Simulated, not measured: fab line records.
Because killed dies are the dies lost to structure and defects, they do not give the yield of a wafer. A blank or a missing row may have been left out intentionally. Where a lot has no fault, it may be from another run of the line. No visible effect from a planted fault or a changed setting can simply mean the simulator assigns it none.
Which tool is to blame? -- flow gf180mcu -- 39 wafers from 13 lots sampled at 3 of the route's 602 steps

## WHAT EACH GAUGE READ, for each wafer
GF_M2_OVL_MEAS_15. Usual: for M2_OVL the level is 3 nm and the standard deviation is 5.5.
lot,measured,on,M2_OVL (nm),flag
L881,day 19 05:56,overlay-01,13 3 5,
L882,day 19 23:26,overlay-01,0 -4 0,
L884,day 20 17:14,overlay-02,7 3 9,
L885,day 21 02:32,overlay-02,-8 -3 -6,
L888,day 22 15:41,overlay-02,11 4 7,
L889,day 23 13:17,overlay-02,9 -1 12,
L892,day 23 22:14,overlay-02,3 0 -6,
L893,day 24 14:10,overlay-02,5 4 4,
L894,day 24 16:23,overlay-02,-2 -6 -1,
L896,day 25 01:17,overlay-02,-1 -6 -9,
L898,day 25 16:56,overlay-01,12 5 -1,
L899,day 25 23:35,overlay-01,17 5 3,
L903,day 27 03:15,overlay-02,-3 2 -11,

GF_V3_THK_MEAS_01. Usual: for V3_CVD_00_THK the level is 599 nm and the standard deviation is 8.2.
lot,measured,on,V3_CVD_00_THK (nm),flag
L881,day 21 09:34,film_metro-03,599 622 601,
L882,day 22 01:54,film_metro-04,586 592 586,
L884,day 22 20:44,film_metro-02,607 596 604,
L885,day 23 04:48,film_metro-02,586 606 589,
L888,day 24 16:52,film_metro-04,599 592 597,
L889,day 25 13:28,film_metro-03,590 585 591,
L892,day 25 21:55,film_metro-02,595 595 589,
L893,day 26 12:28,film_metro-03,587 594 595,
L894,day 26 14:13,film_metro-04,592 609 598,
L896,day 26 23:10,film_metro-02,593 593 590,
L898,day 27 12:50,film_metro-04,599 592 596,
L899,day 27 19:30,film_metro-04,609 593 592,
L903,day 28 23:13,film_metro-04,591 606 594,

## TOOL THAT RAN EACH LOT (tool first, then ch and the chambers of the sampled wafers, then the start)
lot,GF_M1_DEVELOP_13
L881,"litho_track-01 ch 0, day 17 03:43"
L882,"litho_track-04 ch 0, day 17 18:28"
L884,"litho_track-03 ch 0, day 18 12:53"
L885,"litho_track-03 ch 0, day 18 22:04"
L888,"litho_track-04 ch 0, day 20 13:23"
L889,"litho_track-03 ch 0, day 21 10:31"
L892,"litho_track-01 ch 0, day 21 20:40"
L893,"litho_track-01 ch 0, day 22 13:37"
L894,"litho_track-01 ch 0, day 22 15:47"
L896,"litho_track-04 ch 0, day 23 01:29"
L898,"litho_track-03 ch 0, day 23 18:37"
L899,"litho_track-03 ch 0, day 24 00:13"
L903,"litho_track-03 ch 0, day 25 06:07"
- GF_M1_DEVELOP_13: develop time 60 s.

## WHAT THE TOOLS THEMSELVES READ (means of the sampled wafers that have a number; where no wafer has one, the mark that the record gives instead)
GF_M1_DEVELOP_13. Usual: developer_temp_C 20.98 C, standard deviation 0.12; exhaust_pa 45.1 Pa, standard deviation 0.9.
lot,tool,developer_temp_C (C),exhaust_pa (Pa),flag
L881,litho_track-01,20.94,44.0,
L882,litho_track-04,21.03,46.0,
L884,litho_track-03,20.92,44.0,
L885,litho_track-03,21.15,45.0,
L888,litho_track-04,21.15,44.1,
L889,litho_track-03,20.85,46.3,
L892,litho_track-01,20.99,45.5,
L893,litho_track-01,20.15,45.3,OFF
L894,litho_track-01,20.06,44.7,OFF
L896,litho_track-04,20.91,46.0,
L898,litho_track-03,20.99,45.3,
L899,litho_track-03,20.89,44.8,
L903,litho_track-03,20.97,43.7,

## THE ANSWER, worked out from the rows above alone
Rule: a lot counts as off when the mean over its wafers that have a number is more than 3 standard deviations away from the usual mean. Also off: a lot with no number at a reading for which 4 or more lots have one. All remaining lots with rows at the step are treated as sound. After the gauges, taken in route order, come the tools' own readings; for these a lot's mean is taken, as printed above. The first step at which some lot is off is used, and at that step the reading that is off furthest; a lot without a number counts as furthest.
Off at GF_M1_DEVELOP_13 (developer_temp_C): L893, L894.
A tool fits if, at that step or a process step before it, it ran every lot that is off, and no sound lot after the first of them. One fits: GF_M1_DEVELOP_13 on litho_track-01. A fault onset in the window from L892 (day 21 20:40, its last sound lot) to L893 (day 22 13:37, its first lot off) fits.
The tool's own readings at GF_M1_DEVELOP_13 bear it out: on the lots that are off they differ by more than 5 times the standard deviation of the sound lots' means. developer_temp_C reads 20.10 C there against 20.98 C on the sound lots.

## WHAT THE SIMULATOR PUT IN
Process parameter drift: litho_track-01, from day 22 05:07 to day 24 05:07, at GF_M1_DEVELOP_13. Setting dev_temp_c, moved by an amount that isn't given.
Shown lots that were struck: L893, L894. The same result came from the rule above.
